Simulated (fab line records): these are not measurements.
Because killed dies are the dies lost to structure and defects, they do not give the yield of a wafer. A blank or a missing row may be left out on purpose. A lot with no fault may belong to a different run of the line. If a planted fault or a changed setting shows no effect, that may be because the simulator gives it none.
Problem report in the 8D (eight disciplines) form, filled by code / flow sfqLine / the parts of the form that need people (team, actions taken, sign-off) are left out

== 1. WHAT WENT WRONG ==
Wafers without a fault read 79.16 W, standard deviation 0.063; heaterPowerTotalW at SFQ_TRILAYER_I3_VIA_LITHO_PEB_088 reads a mean of 74.26 W on 9 wafers belonging to 3 lots. Relative to the usual mean, that is a shift of -78 standard deviations.
The step: peb time 60 s.
Earliest sighting: wafer L966.3 on lithoTrack-01 at day 55 15:07. The record has a number at this step for 45 wafers belonging to 15 lots. The rule behind "out" and "out of limits": a value lying over 4 standard deviations away from the usual mean. The other wafers with a number count as sound.

== 2. WHAT IT IS, WHAT IT ISN'T ==
question=which readings at this step | is=heaterPowerTotalW, plateTempC | is not=-
question=which lots | is=L966, L968, L969 | is not=L953, L955, L956, L958, L959, L960, L961, L963, L970, L971, L972, L975
question=which wafers of those lots | is=all that have a number | is not=-
question=read on which tools | is=lithoTrack-01 | is not=lithoTrack-03, lithoTrack-04
question=when | is=from day 55 15:07 | is not=up to then (24 sound wafers); but 12 sound wafers of L970, L971, L972, L975 came after

== 3. THE SUSPECTS, EACH WITH WHAT RULES IT OUT ==
Counting: a tool at a process step up to the reading stays a suspect if it ran every lot that is out and no sound lot after the first of them.
- lithoTrack-01 at SFQ_TRILAYER_I3_VIA_LITHO_PEB_088 (peb time 60 s): kept. It ran every lot that is out, first L966 (day 55 15:07), and no sound lot after that; its last sound lot up to then is L963 (day 54 11:21). Its own readings are out on those wafers: heaterPowerTotalW, plateTempC.
The count leaves lithoTrack-01 at SFQ_TRILAYER_I3_VIA_LITHO_PEB_088.

== 4. THE CAUSE (what the simulator had put in) ==
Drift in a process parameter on lithoTrack-01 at SFQ_TRILAYER_I3_VIA_LITHO_PEB_088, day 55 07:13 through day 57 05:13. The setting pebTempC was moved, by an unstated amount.
Counting left only this tool.

== 5. THE CHAIN OF EFFECTS, in route order ==
Each row: a reading where the mean over the struck wafers with a number is more than 3 standard deviations away from the usual. Only readings for which the record gives a usual standard deviation are gone through. hours: the time from each lot's start at the first step in this table that gives one to its start at this step, as a median over the lots. sigmas: the change in usual standard deviations.
hours=0; step=SFQ_TRILAYER_I3_VIA_LITHO_PEB_088; reading=heaterPowerTotalW; usual=79.16 W; on struck wafers=74.26; change=-4.90; sigmas=-78
hours=0; step=SFQ_TRILAYER_I3_VIA_LITHO_PEB_088; reading=plateTempC; usual=114.99 C; on struck wafers=109.70; change=-5.29; sigmas=-44
The process steps in it:
- SFQ_TRILAYER_I3_VIA_LITHO_PEB_088: peb time 60 s.
At these later measuring or inspecting steps, every struck wafer for which the step has a row has a number for every such reading, and none has moved that far: SFQ_I4_BOW_MEAS_927.

== 6. WHAT WOULD HAVE CAUGHT IT SOONER ==
In this record the first reading out of limits was taken at day 55 15:07, 8 hours after the fault began at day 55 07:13.
